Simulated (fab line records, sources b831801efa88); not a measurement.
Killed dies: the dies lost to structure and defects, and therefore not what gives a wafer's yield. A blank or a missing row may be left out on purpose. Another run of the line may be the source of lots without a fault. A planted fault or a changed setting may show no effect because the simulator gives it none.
fab line records	flow sky130	part 1 of 2: steps 1 to 33 of 43
record lots=5	wafers=15	lastDay=50
route steps=708 shown SD_N@342 SD_P@359 RES_XHIGH@360 SALICIDE@361 LI_CONTACT@362
lots untouched by any fault: they come from a run of this same line in which no faults occurred
startH: hours from the record's opening day to when the first of the lot's shown wafers began	waitH: time in hours since the lot's previous step	" same as the row above	L1.1+2: several wafers, shown together as one row	- no value, or no start was given	* or withheld: withheld	< > ~ a bound
route shown NAME@n: names a module that has steps shown in the file, with the first one's number in the route	usual: the fault-free wafers' mean and standard deviation	same: alike in all rows	chamber/n: place in a boat	sites: readings site by site	_std_site: the standard deviation of these	_edge_site: mean of outer sites minus mean of inner sites	radiusMm: how far each site lies from the wafer's centre	mask NAME#n: copy n	behind: the tool/chamber that last shaped the wafer	hold: what put the lot on hold/how long, in hours/how the hold closed	device: transistor that didn't switch, given as n, p or np	end of line: tests run on the same wafers once the route is complete	for a step that has no rows: nothing shown but its recipe	killed: not the wafer's yield, but the dies lost to structure and defects at the first sort	map: per-die view of a wafer (x killed, . not killed, _ where there is no die)
set.NAME: the setting the step ran with; set.NAME@STEP: the setting that earlier step ran with	model.NAME: the simulator's own value behind a step, which no gauge read
lots at some steps of the route; a table a step, a row a wafer
services: from which hour (startH, from the record's first day; less than 0 if before it) a tool's chamber was out of use, for how many hours, and why
## steps
# step SKY_SD_N_DEHYDRATE_00
# recipe tempC=200	timeS=60
lot.wafer	tool	chamber	startH	waitH
L074.1+2+5	lithoTrack-04	0	625.89	14.6
L076.1+2+4	lithoTrack-01	0	644.79	12.9
L077.2+3+5	lithoTrack-01	0	654.02	14.1
L085.2+3+4	lithoTrack-03	0	723.93	13.2
L097.1+3+4	lithoTrack-03	0	803.35	12.7
# step SKY_SD_N_HMDS_01
# recipe primeTimeS=60	primeTempC=120
lot.wafer	tool	chamber	startH	waitH
L074.1+2+5	lithoTrack-04	0	626.04	0.1
L076.1+2+4	lithoTrack-01	0	644.94	0.1
L077.2+3+5	lithoTrack-01	0	654.17	0.1
L085.2+3+4	lithoTrack-03	0	724.08	0.1
L097.1+3+4	lithoTrack-03	0	803.50	0.1
# step SKY_SD_N_COAT_02
# recipe resist=NOVOLAK	spinRpm=3000	resistThkNm=1140
lot.wafer	tool	chamber	startH	waitH
L074.1+2+5	lithoTrack-04	0	626.19	0.1
L076.1+2+4	lithoTrack-01	0	645.09	0.1
L077.2+3+5	lithoTrack-01	0	654.32	0.1
L085.2+3+4	lithoTrack-03	0	724.23	0.1
L097.1+3+4	lithoTrack-03	0	803.65	0.1
# step SKY_SD_N_SOFTBAKE_03
# recipe tempC=90	timeS=60	resist=NOVOLAK
lot.wafer	tool	chamber	startH	waitH
L074.1+2+5	lithoTrack-04	0	626.34	0.1
L076.1+2+4	lithoTrack-01	0	645.24	0.1
L077.2+3+5	lithoTrack-01	0	654.47	0.1
L085.2+3+4	lithoTrack-03	0	724.38	0.1
L097.1+3+4	lithoTrack-03	0	803.80	0.1
# step SKY_SD_N_EXPOSE_04
# recipe maskId=NSDM	na=0.6	sourceShape=conventional	sigmaOuter=0.6	polarization=unpolarized	targetCdNm=380	doseMj=141
# usual stageVelMmS=500.00/0.28
# same sigmaOuter=0.6
lot.wafer	tool	chamber	startH	waitH	mask	stageVelMmS
L074.1	ilineStepper-02	0	-	-	NSDM#0	500.05
L074.2	"	0	"	"	NSDM#0	499.98
L074.5	"	0	"	"	NSDM#0	500.34
L076.1	ilineStepper-01	0	-	-	NSDM#0	499.83
L076.2	"	0	"	"	NSDM#0	500.52
L076.4	"	0	"	"	NSDM#0	500.07
L077.2	ilineStepper-01	0	-	-	NSDM#0	499.81
L077.3	"	0	"	"	NSDM#0	499.43
L077.5	"	0	"	"	NSDM#0	499.50
L085.2	ilineStepper-01	0	-	-	NSDM#0	500.26
L085.3	"	0	"	"	NSDM#0	499.90
L085.4	"	0	"	"	NSDM#0	500.18
L097.1	ilineStepper-01	0	-	-	NSDM#0	499.95
L097.3	"	0	"	"	NSDM#0	500.07
L097.4	"	0	"	"	NSDM#0	500.06
# step SKY_SD_N_PEB_05
# recipe tempC=withheld	timeS=*	resist=NOVOLAK
lot.wafer	tool	chamber	startH	waitH
L074.1+2+5	lithoTrack-04	0	-	-
L076.1+2+4	lithoTrack-04	0	-	-
L077.2+3+5	lithoTrack-01	0	-	-
L085.2+3+4	lithoTrack-01	0	-	-
L097.1+3+4	lithoTrack-03	0	-	-
# step SKY_SD_N_DEVELOP_06
# recipe resist=NOVOLAK	developer=TMAH	developTimeS=60	devTempC=23
lot.wafer	tool	chamber	startH	waitH
L074.1+2+5	lithoTrack-04	0	640.14	0.1
L076.1+2+4	lithoTrack-04	0	659.94	0.1
L077.2+3+5	lithoTrack-01	0	668.12	0.1
L085.2+3+4	lithoTrack-01	0	737.82	0.1
L097.1+3+4	lithoTrack-03	0	816.90	0.1
# step SKY_SD_N_CD_MEAS_07
# recipe targetCdNm=380
# usual cdNm=379.3/2
lot.wafer	tool	chamber	startH	waitH	cdNm
L074.1	cdSem-02	-	640.29	0.1	380.3
L074.2	"	-	"	"	376.8
L074.5	"	-	"	"	379.3
L076.1	cdSem-02	-	660.09	0.1	379.2
L076.2	"	-	"	"	379.6
L076.4	"	-	"	"	378.8
L077.2	cdSem-02	-	668.26	0.1	377.3
L077.3	"	-	"	"	379.3
L077.5	"	-	"	"	377.4
L085.2	cdSem-02	-	737.97	0.1	377.6
L085.3	"	-	"	"	376.2
L085.4	"	-	"	"	376.4
L097.1	cdSem-01	-	817.05	0.1	376.8
L097.3	"	-	"	"	378.2
L097.4	"	-	"	"	376.8
# step SKY_SD_N_OVL_MEAS_08
# usual SD_N_OVL=-0.2/1.5
lot.wafer	tool	chamber	startH	waitH	SD_N_OVL[nm]
L074.1	overlay-01	-	640.41	0.1	0.4
L074.2	"	-	"	"	0.4
L074.5	"	-	"	"	0.4
L076.1	overlay-01	-	660.21	0.1	-0.3
L076.2	"	-	"	"	-1.0
L076.4	"	-	"	"	-0.4
L077.2	overlay-01	-	668.37	0.1	-3.4
L077.3	"	-	"	"	-4.3
L077.5	"	-	"	"	-2.6
L085.2	overlay-02	-	738.07	0.1	0.7
L085.3	"	-	"	"	0.3
L085.4	"	-	"	"	-0.1
L097.1	overlay-02	-	817.17	0.1	0.8
L097.3	"	-	"	"	-0.3
L097.4	"	-	"	"	0.0
# step SKY_SD_N_IMPLANT_09
# recipe species=As	energyKev=50	doseCm2=4e+15	tiltDeg=0
lot.wafer	tool	chamber	startH	waitH
L074.1+2+5	implanter-03	0	640.45	0.0
L076.1+2+4	implanter-03	0	660.25	0.0
L077.2+3+5	implanter-03	0	668.43	0.0
L085.2+3+4	implanter-03	0	738.13	0.0
L097.1+3+4	implanter-01	0	817.21	0.0
# step SKY_SD_N_IMPLANT_10
# recipe species=P	energyKev=20	doseCm2=1e+14	tiltDeg=0
lot.wafer	tool	chamber	startH	waitH
L074.1+2+5	implanter-03	0	640.60	0.1
L076.1+2+4	implanter-03	0	660.40	0.1
L077.2+3+5	implanter-03	0	668.58	0.1
L085.2+3+4	implanter-03	0	738.28	0.1
L097.1+3+4	implanter-01	0	817.36	0.1
# step SKY_SD_N_STRIP_11
# recipe chemistry=O2/N2	powerW=1400	pressureMtorr=1500	platenTempC=withheld	o2FlowSccm=3000	n2FlowSccm=300	overashFraction=0.5
# usual drypumpMotorCurrentA=6.0/0.44	oesProductAu=0.528/0.0046	stripTimeToEndpointS=22.55/0.049
# same overashFraction=0.5
lot.wafer	tool	chamber	startH	waitH	drypumpMotorCurrentA	oesProductAu	rfHoursCounterH	stripTimeToEndpointS
L074.1	plasmaAsher-01	1	640.75	0.1	5.7	0.531	89	22.66
L074.2	"	0	"	"	6.7	0.526	89	22.70
L074.5	"	0	"	"	6.7	0.529	-	22.71
L076.1	plasmaAsher-03	1	660.55	0.1	5.5	0.528	52	22.56
L076.2	"	0	"	"	6.1	0.518	52	22.53
L076.4	"	0	"	"	6.1	0.533	-	22.55
L077.2	plasmaAsher-01	0	668.70	0.1	6.7	0.529	92	22.48
L077.3	"	1	"	"	5.7	0.519	-	22.49
L077.5	"	0	"	"	6.7	0.531	-	22.51
L085.2	plasmaAsher-03	0	738.40	0.1	6.1	0.521	61	22.56
L085.3	"	1	"	"	5.5	0.530	-	22.62
L085.4	"	0	"	"	6.1	0.529	-	22.57
L097.1	plasmaAsher-03	0	817.51	0.1	6.1	0.526	72	22.56
L097.3	"	1	"	"	5.5	0.522	-	22.54
L097.4	"	0	"	"	6.1	0.534	-	22.57
# step SKY_SD_N_TW_MEAS_12
# usual SD_N_TW=3965/32
lot.wafer	tool	chamber	startH	waitH	SD_N_TW
L074.1	filmMetro-04	-	640.85	0.1	3962
L074.2	"	-	"	"	3943
L074.5	"	-	"	"	3949
L076.1	filmMetro-02	-	660.65	0.1	3958
L076.2	"	-	"	"	3935
L076.4	"	-	"	"	3960
L077.2	filmMetro-04	-	668.81	0.1	3957
L077.3	"	-	"	"	3968
L077.5	"	-	"	"	3948
L085.2	filmMetro-02	-	738.51	0.1	3986
L085.3	"	-	"	"	3995
L085.4	"	-	"	"	4000
L097.1	filmMetro-02	-	817.61	0.1	3947
L097.3	"	-	"	"	3946
L097.4	"	-	"	"	3934
# step SKY_SD_N_CLEAN_13
# recipe chemistry=SC1/SC2	mix=1:4:20	tempC=70	timeS=150	dry=n2Spin
lot.wafer	tool	chamber	startH	waitH
L074.1+2+5	wetBench-01	3	640.91	0.1
L076.1+2+4	wetBench-01	3	660.71	0.1
L077.2+3+5	wetBench-01	3	668.86	0.0
L085.2+3+4	wetBench-01	3	738.56	0.0
L097.1+3+4	wetBench-03	0	817.67	0.1
# step SKY_SD_N_RTA_14
# recipe tempC=1075	timeS=2	idleTempC=650	rampUpCPerS=150	rampDownCPerS=90	ambient=N2
# usual lampPowerPct=15.74/0.058	wafer_temp_C_max=1078.2/1.3
lot.wafer	tool	chamber	startH	waitH	lampPowerPct	wafer_temp_C_max
L074.1	rtpAnneal-02	0	640.96	0.0	15.83	1080.5
L074.2	"	0	"	"	15.78	1078.4
L074.5	"	0	"	"	15.76	1077.9
L076.1	rtpAnneal-02	0	660.76	0.0	15.65	1078.7
L076.2	"	0	"	"	15.68	1079.1
L076.4	"	0	"	"	15.64	1078.0
L077.2	rtpAnneal-01	0	668.93	0.0	15.66	1078.8
L077.3	"	0	"	"	15.85	1078.9
L077.5	"	0	"	"	15.85	1077.1
L085.2	rtpAnneal-01	0	738.62	0.0	15.86	1078.7
L085.3	"	0	"	"	15.73	1079.1
L085.4	"	0	"	"	15.75	1078.4
L097.1	rtpAnneal-01	0	817.72	0.0	15.71	1076.9
L097.3	"	0	"	"	15.80	1077.4
L097.4	"	0	"	"	15.78	1079.5
# step SKY_SD_N_RS_MEAS_16
# recipe thkMeasGauge=four-point-probe
# usual SD_N_RS=68.51/0.1
lot.wafer	tool	chamber	startH	waitH	SD_N_RS[ohm/sq]
L074.1	filmMetro-02	-	641.13	0.1	68.51
L074.2	"	-	"	"	68.49
L074.5	"	-	"	"	68.44
L076.1	filmMetro-02	-	660.93	0.1	68.37
L076.2	"	-	"	"	68.39
L076.4	"	-	"	"	68.48
L077.2	filmMetro-02	-	669.16	0.1	68.41
L077.3	"	-	"	"	68.57
L077.5	"	-	"	"	68.48
L085.2	filmMetro-03	-	738.80	0.1	68.47
L085.3	"	-	"	"	68.53
L085.4	"	-	"	"	68.45
L097.1	filmMetro-04	-	817.89	0.1	68.45
L097.3	"	-	"	"	68.55
L097.4	"	-	"	"	68.42
# step SKY_SD_N_RS_MEAS_17
# recipe thkMeasGauge=four-point-probe
# usual SD_P_RS=147.0/0.36
lot.wafer	tool	chamber	startH	waitH	SD_P_RS[ohm/sq]
L074.1	filmMetro-02	-	641.25	0.1	147.3
L074.2	"	-	"	"	146.9
L074.5	"	-	"	"	146.9
L076.1	filmMetro-02	-	661.05	0.1	146.8
L076.2	"	-	"	"	146.5
L076.4	"	-	"	"	147.1
L077.2	filmMetro-02	-	669.28	0.1	146.1
L077.3	"	-	"	"	146.6
L077.5	"	-	"	"	146.5
L085.2	filmMetro-03	-	738.92	0.1	147.3
L085.3	"	-	"	"	147.3
L085.4	"	-	"	"	146.7
L097.1	filmMetro-04	-	818.01	0.1	147.3
L097.3	"	-	"	"	147.2
L097.4	"	-	"	"	146.9
# step SKY_SD_N_RS_MEAS_18
# recipe thkMeasGauge=four-point-probe
# usual RES_XHIGH_RS=333.1/1.6
lot.wafer	tool	chamber	startH	waitH	RES_XHIGH_RS[ohm/sq]
L074.1	filmMetro-02	-	641.37	0.1	330.9
L074.2	"	-	"	"	331.4
L074.5	"	-	"	"	330.8
L076.1	filmMetro-02	-	661.17	0.1	331.3
L076.2	"	-	"	"	332.4
L076.4	"	-	"	"	332.9
L077.2	filmMetro-02	-	669.40	0.1	331.9
L077.3	"	-	"	"	332.7
L077.5	"	-	"	"	332.2
L085.2	filmMetro-03	-	739.04	0.1	334.1
L085.3	"	-	"	"	334.6
L085.4	"	-	"	"	333.4
L097.1	filmMetro-04	-	818.13	0.1	332.2
L097.3	"	-	"	"	333.6
L097.4	"	-	"	"	332.6
# step SKY_SALICIDE_CLEAN_00
# recipe chemistry=HF-last	timeS=30	dilution=100:1	dry=ipaMarangoni
lot.wafer	tool	chamber	startH	waitH
L074.1+2+5	wetBench-02	0	641.49	0.1
L076.1+2+4	wetBench-01	2	661.29	0.1
L077.2+3+5	wetBench-02	1	669.50	0.1
L085.2+3+4	wetBench-04	3	739.14	0.1
L097.1+3+4	wetBench-01	0	818.25	0.1
# step SKY_LI_CONTACT_HDPCVD_00
# recipe material=PSG	targetThkNm=930	sigmaOpenFrac=0.3	timeS=155	tempC=600	sih4FlowSccm=60	pressureMtorr=6
lot.wafer	tool	chamber	startH	waitH
L074.1+2+5	hdpcvd-02	2,1,2	641.51	0.0
L076.1+2+4	hdpcvd-01	1,2,1	661.38	0.1
L077.2+3+5	hdpcvd-01	1,0,0	669.51	0.0
L085.2+3+4	hdpcvd-01	0,1,2	739.16	0.0
L097.1+3+4	hdpcvd-01	1,2,2	818.27	0.0
# step SKY_LI_CONTACT_THK_MEAS_01
# recipe reads=PSG_of_LI_CONTACT_HDPCVD_00
# usual LI_CONTACT_HDPCVD_THK=929/7.9
lot.wafer	tool	chamber	startH	waitH	LI_CONTACT_HDPCVD_THK[nm]
L074.1	filmMetro-02	-	641.61	0.1	931
L074.2	"	-	"	"	926
L074.5	"	-	"	"	926
L076.1	filmMetro-03	-	661.48	0.1	922
L076.2	"	-	"	"	924
L076.4	"	-	"	"	927
L077.2	filmMetro-04	-	669.63	0.1	927
L077.3	"	-	"	"	934
L077.5	"	-	"	"	923
L085.2	filmMetro-04	-	739.27	0.1	930
L085.3	"	-	"	"	923
L085.4	"	-	"	"	921
L097.1	filmMetro-03	-	818.37	0.1	933
L097.3	"	-	"	"	936
L097.4	"	-	"	"	933
# step SKY_LI_CONTACT_CMP_02
# recipe material=PSG	downForcePsi=4	platenRpm=60	padVelocityMS=0.94248
# usual headPressurePsi=4.000/0.0083	motorCurrentA=11.2/1.5	timeToEndpointS=31.7/2.2
lot.wafer	tool	chamber	startH	waitH	headPressurePsi	motorCurrentA	timeToEndpointS
L074.2	cmp-01	3	641.67	0.0	3.984	11.4	33.6
L074.1	"	2	"	"	4.006	13.5	37.5
L074.5	"	3	"	"	4.003	10.3	34.0
L076.1	cmp-02	0	661.59	0.1	4.009	8.4	29.9
L076.2	"	1	"	"	3.997	11.4	31.8
L076.4	"	2	"	"	4.009	13.3	29.1
L077.3	cmp-02	1	669.68	0.0	3.996	11.6	32.5
L077.2	"	3	"	"	4.005	11.4	30.7
L077.5	"	1	"	"	3.984	11.5	31.8
L085.2	cmp-02	3	739.32	0.0	4.009	11.6	29.8
L085.4	"	0	"	"	3.992	9.0	28.4
L085.3	"	1	"	"	3.987	12.0	31.0
L097.3	cmp-01	0	818.43	0.0	4.007	9.3	31.9
L097.4	"	1	"	"	4.002	11.4	32.5
L097.1	"	2	"	"	4.009	13.2	32.3
# step SKY_LI_CONTACT_BOW_MEAS_03
# recipe mode=bow
# usual LI_CONTACT_BOW=55/6.2
lot.wafer	tool	chamber	startH	waitH	LI_CONTACT_BOW[um]
L074.1	filmMetro-02	-	641.97	0.1	62
L074.2	"	-	"	"	55
L074.5	"	-	"	"	57
L076.1	filmMetro-02	-	661.84	0.2	56
L076.2	"	-	"	"	54
L076.4	"	-	"	"	63
L077.2	filmMetro-02	-	670.00	0.2	55
L077.3	"	-	"	"	59
L077.5	"	-	"	"	48
L085.2	filmMetro-04	-	739.64	0.3	51
L085.3	"	-	"	"	65
L085.4	"	-	"	"	62
L097.1	filmMetro-04	-	818.73	0.1	48
L097.3	"	-	"	"	56
L097.4	"	-	"	"	55
# step SKY_LI_CONTACT_DEHYDRATE_04
# recipe tempC=200	timeS=60
lot.wafer	tool	chamber	startH	waitH
L074.1+2+5	lithoTrack-03	0	655.40	13.4
L076.1+2+4	lithoTrack-01	0	675.09	13.2
L077.2+3+5	lithoTrack-01	0	683.92	13.9
L085.2+3+4	lithoTrack-02	0	752.45	12.8
L097.1+3+4	lithoTrack-02	0	831.43	12.7
# step SKY_LI_CONTACT_HMDS_05
# recipe primeTimeS=60	primeTempC=120
lot.wafer	tool	chamber	startH	waitH
L074.1+2+5	lithoTrack-03	0	655.55	0.1
L076.1+2+4	lithoTrack-01	0	675.24	0.1
L077.2+3+5	lithoTrack-01	0	684.07	0.1
L085.2+3+4	lithoTrack-02	0	752.60	0.1
L097.1+3+4	lithoTrack-02	0	831.58	0.1
# step SKY_LI_CONTACT_COAT_06
# recipe resist=BARC	tempC=withheld	timeS=withheld	spinRpm=3000	resistThkNm=60
lot.wafer	tool	chamber	startH	waitH
L074.1+2+5	lithoTrack-03	0	655.70	0.1
L076.1+2+4	lithoTrack-01	0	675.39	0.1
L077.2+3+5	lithoTrack-01	0	684.22	0.1
L085.2+3+4	lithoTrack-02	0	752.75	0.1
L097.1+3+4	lithoTrack-02	0	831.73	0.1
# step SKY_LI_CONTACT_COAT_07
# recipe resist=KrF-thick	spinRpm=3000	resistThkNm=450
lot.wafer	tool	chamber	startH	waitH
L074.1+2+5	lithoTrack-03	0	-	-
L076.1+2+4	lithoTrack-01	0	-	-
L077.2+3+5	lithoTrack-01	0	-	-
L085.2+3+4	lithoTrack-02	0	-	-
L097.1+3+4	lithoTrack-02	0	-	-
# step SKY_LI_CONTACT_SOFTBAKE_08
# recipe tempC=100	timeS=90	resist=KrF-thick
lot.wafer	tool	chamber	startH	waitH
L074.1+2+5	lithoTrack-03	0	-	-
L076.1+2+4	lithoTrack-01	0	-	-
L077.2+3+5	lithoTrack-01	0	-	-
L085.2+3+4	lithoTrack-02	0	-	-
L097.1+3+4	lithoTrack-02	0	-	-
# step SKY_LI_CONTACT_EXPOSE_09
# recipe maskId=LICM1	na=0.8	sourceShape=annular	sigmaInner=0.55	sigmaOuter=0.85	targetCdNm=170	doseMj=38
# usual stageVelMmS=500.02/0.21
# same sigmaOuter=0.85
lot.wafer	tool	chamber	startH	waitH	mask	stageVelMmS
L074.1	krfScanner-01	0	-	-	LICM1#0	499.94
L074.2	"	0	"	"	LICM1#0	500.08
L074.5	"	0	"	"	LICM1#0	499.91
L076.1	krfScanner-01	0	-	-	LICM1#0	499.99
L076.2	"	0	"	"	LICM1#0	500.09
L076.4	"	0	"	"	LICM1#0	499.96
L077.2	krfScanner-02	0	-	-	LICM1#0	499.95
L077.3	"	0	"	"	LICM1#0	499.72
L077.5	"	0	"	"	LICM1#0	499.72
L085.2	krfScanner-02	0	-	-	LICM1#0	500.01
L085.3	"	0	"	"	LICM1#0	499.94
L085.4	"	0	"	"	LICM1#0	500.15
L097.1	krfScanner-02	0	-	-	LICM1#0	499.89
L097.3	"	0	"	"	LICM1#0	499.98
L097.4	"	0	"	"	LICM1#0	499.79
# step SKY_LI_CONTACT_PEB_10
# recipe pebTempC=withheld	pebTimeS=withheld	resist=KrF-thick
lot.wafer	tool	chamber	startH	waitH
L074.1+2+5	lithoTrack-01	0	-	-
L076.1+2+4	lithoTrack-03	0	-	-
L077.2+3+5	lithoTrack-03	0	-	-
L085.2+3+4	lithoTrack-03	0	-	-
L097.1+3+4	lithoTrack-02	0	-	-
# step SKY_LI_CONTACT_DEVELOP_11
# recipe developTimeS=60	resist=KrF-thick	devTempC=21
lot.wafer	tool	chamber	startH	waitH
L074.1+2+5	lithoTrack-01	0	-	-
L076.1+2+4	lithoTrack-03	0	-	-
L077.2+3+5	lithoTrack-03	0	-	-
L085.2+3+4	lithoTrack-03	0	-	-
L097.1+3+4	lithoTrack-02	0	-	-
# step SKY_LI_CONTACT_CD_MEAS_12
# recipe targetCdNm=170
# usual cdNm=170.3/1.7
lot.wafer	tool	chamber	startH	waitH	cdNm
L074.1	cdSem-02	-	670.14	-	172.1
L074.2	"	-	"	"	171.0
L074.5	"	-	"	"	173.2
L076.1	cdSem-02	-	689.85	-	169.0
L076.2	"	-	"	"	168.8
L076.4	"	-	"	"	169.1
L077.2	cdSem-01	-	698.17	-	171.4
L077.3	"	-	"	"	170.3
L077.5	"	-	"	"	171.0
L085.2	cdSem-02	-	766.57	-	169.1
L085.3	"	-	"	"	169.1
L085.4	"	-	"	"	168.5
L097.1	cdSem-02	-	844.73	-	171.2
L097.3	"	-	"	"	169.0
L097.4	"	-	"	"	171.1
# step SKY_LI_CONTACT_OVL_MEAS_13
# usual LI_CONTACT_OVL=-2/5.2
lot.wafer	tool	chamber	startH	waitH	LI_CONTACT_OVL[nm]
L074.1	overlay-01	-	670.26	0.1	-8
L074.2	"	-	"	"	-1
L074.5	"	-	"	"	-6
L076.1	overlay-01	-	689.97	0.1	2
L076.2	"	-	"	"	7
L076.4	"	-	"	"	10
L077.2	overlay-01	-	698.28	0.1	0
L077.3	"	-	"	"	0
L077.5	"	-	"	"	-3
L085.2	overlay-02	-	766.68	0.1	2
L085.3	"	-	"	"	-6
L085.4	"	-	"	"	-3
L097.1	overlay-02	-	844.85	0.1	0
L097.3	"	-	"	"	-1
L097.4	"	-	"	"	-8
